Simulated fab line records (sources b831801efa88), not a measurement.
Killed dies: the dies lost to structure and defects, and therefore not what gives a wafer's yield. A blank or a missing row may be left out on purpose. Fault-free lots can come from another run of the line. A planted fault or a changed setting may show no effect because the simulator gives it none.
fab line records    flow sky130
record: lots: 6  wafers: 18  lastDay: 50
route steps=708 shown LDD_HVN@270 LDD_HVP@278
lots with no fault: from the same line, run without faults
startH: hours from the record's first day to the start of the lot's first wafer shown    waitH: hours from the lot's prior step to this one    " identical to the entry in the row above    L1.1+2: a single row standing in for several wafers    - no value, or no start was given    * or withheld: withheld    < > ~ a bound
route shown NAME@n: names a module that has steps shown in the file, with the first one's number in the route    usual: mean/standard deviation of fault-free wafers    same: alike in all rows    chamber/n: place in a boat    sites: each site's reading    _std_site: standard deviation across them    _edge_site: inner sites' mean taken away from outer sites' mean    radiusMm: how far each site lies from the wafer's centre    mask NAME#n: copy n    behind: the tool/chamber that last shaped the wafer    hold: why the lot was held/for how many hours/how that ended    device: transistor that didn't switch, given as n, p or np    end of line: the route-end tests of the same wafers    a step given without rows: its recipe and nothing more    killed: the dies lost at the first sort to structure and to defects; this is not the yield of the wafer    map: a wafer's dies, marking killed ones x, the rest . and places with no die _
set.NAME: the run value of the setting; set.NAME@STEP: its run value at that earlier step    model.NAME: the simulator's own value behind a step, which no gauge read
lots at selected steps of the route; one table per step, one row per wafer
services: from which hour (startH, from the record's first day; less than 0 if before it) a tool's chamber was out of use, for how many hours, and why
== steps ==
step: SKY_LDD_HVN_SOFTBAKE_03
recipe: tempC: 90  timeS: 60  resist: NOVOLAK
step: SKY_LDD_HVN_EXPOSE_04
recipe: maskId: HVNTM  na: 0.6  sourceShape: conventional  sigmaOuter: 0.6  polarization: unpolarized  targetCdNm: 700  doseMj: 127
step: SKY_LDD_HVN_PEB_05
recipe: tempC: withheld  timeS: *  resist: NOVOLAK
step: SKY_LDD_HVN_DEVELOP_06
recipe: resist: NOVOLAK  developer: TMAH  developTimeS: 60  devTempC: 23
step: SKY_LDD_HVN_OVL_MEAS_07
usual: LDD_HVN_OVL: -0.7/1.5
lot.wafer  tool        chamber  startH  waitH  LDD_HVN_OVL[nm]
L923.1     overlay-02  -        516.60  0.1    -0.2
L923.5     "           -        "       "      -0.8
L923.6     "           -        "       "      -0.4
L928.1     overlay-02  -        547.25  0.1    1.3
L928.2     "           -        "       "      -1.0
L928.4     "           -        "       "      -1.7
L929.2     overlay-01  -        555.21  0.1    0.5
L929.3     "           -        "       "      -1.2
L929.5     "           -        "       "      1.1
L930.1     overlay-02  -        566.10  0.1    -2.3
L930.4     "           -        "       "      -0.9
L930.5     "           -        "       "      -1.8
L932.1     overlay-02  -        583.31  0.1    -1.0
L932.4     "           -        "       "      -1.0
L932.5     "           -        "       "      -1.5
L941.3     overlay-01  -        651.78  0.1    -1.3
L941.4     "           -        "       "      -0.3
L941.5     "           -        "       "      -2.5
step: SKY_LDD_HVN_IMPLANT_08
recipe: species: P  energyKev: 60  doseCm2: 3e+13  tiltDeg: 40
step: SKY_LDD_HVN_STRIP_09
recipe: chemistry: O2/N2  powerW: 1400  pressureMtorr: 1500  platenTempC: withheld  o2FlowSccm: 3000  n2FlowSccm: 300  overashFraction: 0.5
usual: drypumpMotorCurrentA: 5.55/0.26  oesProductAu: 0.409/0.0044  stripTimeToEndpointS: 4.136/0.013
same: overashFraction: 0.5
lot.wafer  tool            chamber  startH  waitH  drypumpMotorCurrentA  oesProductAu  rfHoursCounterH  stripTimeToEndpointS
L923.1     plasmaAsher-03  1        516.79  0.1    5.71                  0.400         39               4.128
L923.5     "               1        "       "      5.72                  0.407         -                4.139
L923.6     "               0        "       "      5.59                  0.403         -                4.127
L928.1     plasmaAsher-03  1        547.44  0.1    5.69                  0.406         42               4.134
L928.2     "               0        "       "      5.59                  0.416         42               4.110
L928.4     "               1        "       "      5.71                  0.409         -                4.138
L929.2     plasmaAsher-02  0        555.39  0.1    6.03                  0.415         12               4.126
L929.3     "               0        "       "      5.97                  0.409         -                4.133
L929.5     "               0        "       "      6.01                  0.412         -                4.123
L930.1     plasmaAsher-03  0        566.29  0.1    5.59                  0.409         44               4.126
L930.4     "               1        "       "      5.68                  0.408         -                4.122
L930.5     "               1        "       "      5.72                  0.410         -                4.143
L932.1     plasmaAsher-03  0        583.50  0.1    5.60                  0.403         45               4.136
L932.4     "               0        "       "      5.60                  0.408         -                4.117
L932.5     "               0        "       "      5.59                  0.400         -                4.141
L941.3     plasmaAsher-02  1        651.98  0.1    5.34                  0.409         -                4.132
L941.4     "               0        "       "      6.01                  0.413         -                4.149
L941.5     "               1        "       "      5.42                  0.407         -                4.124
step: SKY_LDD_HVN_TW_MEAS_10
usual: LDD_HVN_TW: 1436/12
lot.wafer  tool          chamber  startH  waitH  LDD_HVN_TW
L923.1     filmMetro-04  -        516.89  0.1    1449
L923.5     "             -        "       "      1447
L923.6     "             -        "       "      1444
L928.1     filmMetro-01  -        547.57  0.1    1430
L928.2     "             -        "       "      1426
L928.4     "             -        "       "      1432
L929.2     filmMetro-03  -        555.50  0.1    1423
L929.3     "             -        "       "      1424
L929.5     "             -        "       "      1429
L930.1     filmMetro-01  -        566.39  0.1    1441
L930.4     "             -        "       "      1445
L930.5     "             -        "       "      1446
L932.1     filmMetro-04  -        583.60  0.1    1458
L932.4     "             -        "       "      1448
L932.5     "             -        "       "      1449
L941.3     filmMetro-03  -        652.07  0.1    1430
L941.4     "             -        "       "      1433
L941.5     "             -        "       "      1426
step: SKY_LDD_HVP_DEHYDRATE_00
recipe: tempC: 200  timeS: 60
step: SKY_LDD_HVP_HMDS_01
recipe: primeTimeS: 60  primeTempC: 120
step: SKY_LDD_HVP_COAT_02
recipe: resist: NOVOLAK  spinRpm: 3000  resistThkNm: 300
step: SKY_LDD_HVP_SOFTBAKE_03
recipe: tempC: 90  timeS: 60  resist: NOVOLAK
step: SKY_LDD_HVP_EXPOSE_04
recipe: maskId: HVPTM  na: 0.6  sourceShape: conventional  sigmaOuter: 0.6  polarization: unpolarized  targetCdNm: 700  doseMj: 86
usual: exposureDoseMJCm2: 85.99/0.078  focusOffsetNm: -0.1/0.52
lot.wafer  tool             chamber  startH  waitH  mask     exposureDoseMJCm2  focusOffsetNm
L923.1     ilineStepper-01  0        532.77  -      HVPTM#0  86.10              -0.1
L923.5     "                0        "       "      HVPTM#0  86.04              0.2
L923.6     "                0        "       "      HVPTM#0  86.01              0.2
L928.1     ilineStepper-02  -        563.17  -      HVPTM#0  -                  -
L928.2     "                -        "       "      HVPTM#0  -                  -
L928.4     "                -        "       "      HVPTM#0  -                  -
L929.2     ilineStepper-02  -        569.80  -      HVPTM#0  -                  -
L929.3     "                -        "       "      HVPTM#0  -                  -
L929.5     "                -        "       "      HVPTM#0  -                  -
L930.1     ilineStepper-02  0        580.55  -      HVPTM#0  85.84              0.0
L930.4     "                0        "       "      HVPTM#0  85.97              -0.3
L930.5     "                0        "       "      HVPTM#0  85.96              0.2
L932.1     ilineStepper-02  0        598.95  -      HVPTM#0  86.00              0.2
L932.4     "                0        "       "      HVPTM#0  85.92              0.5
L932.5     "                0        "       "      HVPTM#0  85.90              0.5
L941.3     ilineStepper-01  0        666.09  -      HVPTM#0  86.05              -0.5
L941.4     "                0        "       "      HVPTM#0  85.94              -0.6
L941.5     "                0        "       "      HVPTM#0  86.00              -0.6
step: SKY_LDD_HVP_PEB_05
recipe: tempC: withheld  timeS: *  resist: NOVOLAK
== services ==
tool             chamber  startH  hours  kind
ilineStepper-01  -        506.66  2.1    pm
ilineStepper-01  -        508.74  -      consumableReplace:lamp
ilineStepper-01  -        515.34  1.7    pm
ilineStepper-02  0        530.27  -      calibration
ilineStepper-02  -        553.71  1.7    pm
ilineStepper-02  -        559.40  3.5    repair
ilineStepper-02  -        615.61  3.6    repair
ilineStepper-01  0        646.14  -      calibration
plasmaAsher-03   -        664.83  2.4    repair
plasmaAsher-02   -        664.91  2.8    pm
== key ==
firstSign: step: SKY_LDD_HVP_EXPOSE_04  reading: toolRecord  direction: missing
effect none on later readings
metAt SKY_LDD_HVP_EXPOSE_04
struckWafers L928.1,L928.2,L928.4,L929.2,L929.3,L929.5
sortLeftOut L928.1,L928.2,L928.4,L929.2,L929.3,L929.5
testerLeftOut L928,L929
fault: kind: skippedStepWhole  tool: ilineStepper-02  chamber: -  onsetH: 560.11  steps: SKY_LDD_HVP_EXPOSE_04  scope: struckLotsOnly
testerLeftOut: of these lots the tester's yield and bins aren't shown, on N5 and GAA mostly nor the transistor test; their killed dies are dies lost to structure and defects alone, not to doping, threshold or leakage, so they don't give the yield
sortLeftOut: the simulated sort isn't trusted on such a fault, so these wafers' sort isn't shown, and their yield isn't known
